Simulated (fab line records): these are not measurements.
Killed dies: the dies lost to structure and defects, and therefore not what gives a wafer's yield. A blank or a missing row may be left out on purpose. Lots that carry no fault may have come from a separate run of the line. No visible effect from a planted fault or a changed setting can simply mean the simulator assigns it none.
2 desks, one fault | flow sky130 | each desk has only its own numbers; what lay behind them comes last

## THE TOOL OWNER'S DESK: pvd sputter-02
The tool's own readings at SKY_METAL4_SPUTTER_00 (material Ti, target thk 15 nm, time 10 s): means of the sampled wafers that have a number, for each lot that ran on this tool. Any lot whose mean is over 4 standard deviations away from the usual mean is out of limits and marked OUT; that distance is given in the brackets.
Columns: A = throttle valve pct at SKY_METAL4_SPUTTER_00, usual 30.1 %
lot  | first seen here | A
L751 | day 40 08:50    | 30.1
L753 | day 41 21:50    | 29.9
L760 | day 43 03:42    | 30.4
L761 | day 43 10:35    | 30.2
Finding of this desk: none of the 4 lots has anything out of limits.

## METROLOGY DESK
Means of the sampled wafers that have a number, per lot and without regard to the tool the lot ran on: this is what the gauges read. Any lot whose mean is over 4 standard deviations away from the usual mean is out of limits and marked OUT; that distance is given in the brackets.
Columns: A = VIA3_OVL at SKY_VIA3_OVL_MEAS_13, usual -3 nm; B = VIA3_W_RS at SKY_VIA3_RS_MEAS_22, usual 0.294 ohm/sq; C = VIA3_W_THK at SKY_VIA3_THK_MEAS_23, usual 388 nm
lot  | first seen here | A   | B     | C
L751 | day 40 07:24    | -5  | 0.294 | 388
L753 | day 41 20:16    | -11 | 0.295 | 391
L760 | day 43 02:17    | -13 | 0.297 | 382
L761 | day 43 09:04    | -4  | 0.289 | 390
L762 | day 43 10:40    | -5  | 0.290 | 398
L764 | day 43 20:46    | -7  | 0.295 | 391
Finding of this desk: none of the 6 lots has anything out of limits.

## PUT TOGETHER
The desk of the tool owner found nothing out of limits.
At the metrology desk, nothing out of limits was observed.

## WHAT WAS PUT IN BY THE SIMULATOR
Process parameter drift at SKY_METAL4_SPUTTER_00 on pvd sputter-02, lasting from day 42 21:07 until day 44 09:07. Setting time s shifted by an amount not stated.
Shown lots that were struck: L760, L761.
